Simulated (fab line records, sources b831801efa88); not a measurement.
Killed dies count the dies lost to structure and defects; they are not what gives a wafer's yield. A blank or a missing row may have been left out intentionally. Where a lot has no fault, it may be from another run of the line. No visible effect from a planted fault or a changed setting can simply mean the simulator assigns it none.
Chamber matching | flow gf180mcu | GF_V4_ETCH_16 on rie diel-02 has 4 sister chambers
The step etches BARC in N2/H2. 7 wafers are shown with their chamber, then 7 later ones without.

WAFERS WITH THEIR CHAMBER
wafer  | chamber | oes product au (a.u.) | throttle valve pct (%)
L350.3 | 2       | 0.851                 | 13.206
L350.4 | 1       | 0.856                 | 13.231
L352.3 | 0       | 0.863                 | 13.247
L352.5 | 0       | 0.854                 | 13.232
L352.6 | 1       | 0.854                 | 13.215
L354.1 | 2       | 0.861                 | 13.229
L354.3 | 3       | 0.861                 | 13.220

WAFERS WHOSE CHAMBER IS MISSING
wafer  | oes product au (a.u.) | throttle valve pct (%)
L354.6 | 0.852                 | 13.215
L357.1 | 0.856                 | 13.213
L357.2 | 0.856                 | 13.220
L357.6 | 0.852                 | 13.234
L360.1 | 0.858                 | 13.242
L360.5 | 0.847                 | 13.207
L360.6 | 0.846                 | 13.216

THE CHAMBER EACH PASSED THROUGH
wafer  | from the rows above               | in truth
L354.6 | can't be placed: 2 or 1 or 3 or 0 | 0
L357.1 | can't be placed: 2 or 1 or 3 or 0 | 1
L357.2 | can't be placed: 2 or 1 or 3 or 0 | 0
L357.6 | can't be placed: 1 or 0 or 2 or 3 | 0
L360.1 | can't be placed: 0 or 1 or 3 or 2 | 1
L360.5 | can't be placed: 2 or 1 or 3 or 0 | 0
L360.6 | can't be placed: 1 or 2 or 3 or 0 | 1
Correct placement for 0 of the 7. Not placeable from these rows: 7 (in 7, the candidates include the true chamber). Wrongly placed: 0.
How it was worked out, from the rows above alone: a wafer's distance from a chamber is the root of the sum, over the readings, of the square of ((its reading less the chamber's mean) divided by the reading's scatter). If the next closest chamber is less than 2 further off than the closest, the wafer can't be placed; otherwise it belongs to the closest. The mean given for a chamber averages the wafers shown for that chamber. How the scatter is found: for the shown wafers, subtract from each reading the mean of its chamber, square and add these, divide the total by (wafers less chambers), then take the root.
